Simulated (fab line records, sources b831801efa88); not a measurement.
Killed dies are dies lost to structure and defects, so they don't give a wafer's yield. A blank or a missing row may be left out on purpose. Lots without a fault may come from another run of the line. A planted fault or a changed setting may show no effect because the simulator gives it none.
One fault seen from 2 desks | flow sky130 | each desk has only its own numbers; what lay behind them comes last

THE METROLOGY DESK
What the gauges read, lot by lot, whatever tool the lot ran on: means of the sampled wafers that have a number. A lot is out of limits, marked OUT, if its mean lies more than 4 standard deviations from the usual mean; the brackets give that distance.
Columns: A = VIA4_W_THK at SKY_VIA4_THK_MEAS_20, usual 509 nm
lot  | first seen here | A
L309 | day 44 18:15    | 521
L312 | day 45 08:05    | 507
L313 | day 45 08:40    | 509
L315 | day 45 15:43    | 500
L317 | day 46 07:53    | 515
L318 | day 46 10:44    | 517
L321 | day 47 07:10    | 517
L322 | day 47 12:31    | 507
L324 | day 48 00:10    | 509
L325 | day 48 02:25    | 516
L326 | day 48 05:45    | 504
L327 | day 48 08:01    | 503
L328 | day 48 22:30    | 514
L331 | day 49 13:16    | 504
This desk's finding: nothing out of limits on any of the 14 lots.

THE TOOL OWNER'S DESK: rie_diel-02
The tool's own readings at SKY_PASSIVATION_ETCH_11 (etches the open film in CF4/O2, stops on AlCu, target depth 725 nm, time 161.1 s): means of the sampled wafers that have a number, for each lot that ran on this tool. A lot is out of limits, marked OUT, if its mean lies more than 4 standard deviations from the usual mean; the brackets give that distance.
Columns: A = drypump_motor_current_A at SKY_PASSIVATION_ETCH_11, usual 5.7 A; B = oes_product_au at SKY_PASSIVATION_ETCH_11, usual 0.978 a.u.; C = throttle_valve_pct at SKY_PASSIVATION_ETCH_11, usual 5.964 %
lot  | first seen here | A   | B               | C
L312 | day 47 04:22    | 5.8 | 0.975           | 5.963
L315 | day 47 11:32    | 5.9 | 0.975           | 5.964
L317 | day 48 02:56    | 6.1 | 0.891 (-11) OUT | 5.939
L318 | day 48 06:16    | 6.2 | 0.852 (-17) OUT | 5.936
This desk's finding: out of limits on L317, L318; first on L317, day 48 02:56 (oes_product_au at SKY_PASSIVATION_ETCH_11). In limits: L312, L315.

PUT TOGETHER
The tool owner's desk could have raised an alarm at day 48 02:56, on L317, L318.
The metrology desk saw nothing out of limits.
The metrology desk has L317, L318 on record, within its limits.
Of the lots named, all ran SKY_PASSIVATION_ETCH_11 on rie_diel-02.

WHAT THE SIMULATOR HAD PUT IN
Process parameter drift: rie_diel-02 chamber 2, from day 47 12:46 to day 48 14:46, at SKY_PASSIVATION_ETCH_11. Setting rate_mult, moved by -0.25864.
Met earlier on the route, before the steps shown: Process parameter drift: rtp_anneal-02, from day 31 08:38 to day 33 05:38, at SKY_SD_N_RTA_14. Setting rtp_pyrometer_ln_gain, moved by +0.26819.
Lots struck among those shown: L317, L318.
Hours from the fault's start to each desk's first reading out of limits: the tool owner's desk, 14.
